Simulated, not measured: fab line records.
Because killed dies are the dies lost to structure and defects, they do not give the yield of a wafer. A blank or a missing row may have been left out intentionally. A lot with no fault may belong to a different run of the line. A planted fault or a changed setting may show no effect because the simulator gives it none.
Which tool did it? | flow sky130 | 14 lots with 42 wafers sampled at 3 steps, on a route of 708 steps

## WHAT THE GAUGES SHOWED, per wafer
SKY_VIA3_THK_MEAS_23: measures by xrf.
lot  | measured     | on            | VIA3_W_THK (nm)
L855 | day 39 23:01 | film-metro-03 | 402 393 404
L858 | day 40 16:00 | film-metro-03 | 411 401 408
L859 | day 40 22:52 | film-metro-02 | 408 417 407
L860 | day 41 11:57 | film-metro-03 | 393 390 405
L864 | day 42 13:06 | film-metro-04 | 401 393 404
L866 | day 43 01:46 | film-metro-02 | 402 402 393
L868 | day 43 13:50 | film-metro-03 | 406 394 405
L869 | day 44 01:06 | film-metro-03 | 405 388 389
L870 | day 44 08:10 | film-metro-04 | 391 391 402
L872 | day 44 18:13 | film-metro-04 | 400 391 393
L873 | day 44 19:01 | film-metro-02 | 409 409 399
L876 | day 46 01:32 | film-metro-02 | 391 409 407
L877 | day 46 03:21 | film-metro-02 | 405 406 413
L878 | day 46 03:44 | film-metro-03 | 401 404 414

## WHAT TOOL EACH LOT RAN ON (gives the tool, then ch and the chambers of the sampled wafers, and finally the start)
lot  | SKY_SONOS_TUNNEL_STRIP_11       | SKY_VIA3_SPUTTER_20
L855 | wet-bench-02 ch 0, day 11 15:35 | pvd-sputter-03, day 39 22:43
L858 | wet-bench-01 ch 0, day 12 10:38 | pvd-sputter-02, day 40 15:40
L859 | wet-bench-02 ch 3, day 12 17:02 | pvd-sputter-03, day 40 22:32
L860 | wet-bench-04 ch 0, day 13 03:47 | pvd-sputter-01, day 41 11:38
L864 | wet-bench-02 ch 3, day 14 13:23 | pvd-sputter-01, day 42 12:47
L866 | wet-bench-02 ch 1, day 15 05:11 | pvd-sputter-03, day 43 01:27
L868 | wet-bench-01 ch 1, day 15 19:14 | pvd-sputter-01, day 43 13:32
L869 | wet-bench-04 ch 3, day 16 05:02 | pvd-sputter-01, day 44 00:47
L870 | wet-bench-01 ch 3, day 16 08:35 | pvd-sputter-03, day 44 07:52
L872 | wet-bench-04 ch 3, day 17 00:55 | pvd-sputter-03, day 44 17:54
L873 | wet-bench-01 ch 3, day 17 03:58 | pvd-sputter-02, day 44 18:43
L876 | wet-bench-02 ch 2, day 18 10:14 | pvd-sputter-03, day 46 01:13
L877 | wet-bench-04 ch 2, day 18 18:37 | pvd-sputter-02, day 46 03:02
L878 | wet-bench-04 ch 0, day 19 00:08 | pvd-sputter-02, day 46 03:25
- SKY_SONOS_TUNNEL_STRIP_11: strips in SPM, time 600 s.
- SKY_VIA3_SPUTTER_20: material TiN, target thk 20 nm, time 80 s.

## WHAT THE TOOLS THEMSELVES READ (means of the sampled wafers that have a number; where no wafer has one, the mark that the record gives instead)
SKY_VIA3_SPUTTER_20.
lot  | tool           | throttle-valve-pct (%)
L855 | pvd-sputter-03 | 30.8
L858 | pvd-sputter-02 | 31.4
L859 | pvd-sputter-03 | 31.2
L860 | pvd-sputter-01 | 30.1
L864 | pvd-sputter-01 | 29.9
L866 | pvd-sputter-03 | 29.3
L868 | pvd-sputter-01 | 30.3
L869 | pvd-sputter-01 | 28.7
L870 | pvd-sputter-03 | 28.8
L872 | pvd-sputter-03 | 30.4
L873 | pvd-sputter-02 | 31.0
L876 | pvd-sputter-03 | 30.4
L877 | pvd-sputter-02 | 31.1
L878 | pvd-sputter-02 | 30.9

## THE ANSWER, worked out from the rows above alone
Rule: the lots themselves supply what counts as usual. The widest of any qualifying gaps counts: lots, ordered by their means at a reading, are off when they make up no more than a third of the lots, leave a main group of 4 or more, and stand apart from it by 3 or more times the standard deviation of that group's means. The tables above print the reading to a certain number of digits; a main group whose means all agree to those digits is not used. A lot without any number at a reading at which 4 lots or more have one is off too. All remaining lots with rows at the step are treated as sound. Order of review: gauges by route order, followed by the tools' own readings, for which a lot's mean as printed above is used. The first step at which some lot is off is used, and at that step the reading that is off furthest; a lot without a number counts as furthest.
No lot is off on any of the readings shown, so nothing can be concluded from this.

## WHAT THE SIMULATOR HAD PUT IN
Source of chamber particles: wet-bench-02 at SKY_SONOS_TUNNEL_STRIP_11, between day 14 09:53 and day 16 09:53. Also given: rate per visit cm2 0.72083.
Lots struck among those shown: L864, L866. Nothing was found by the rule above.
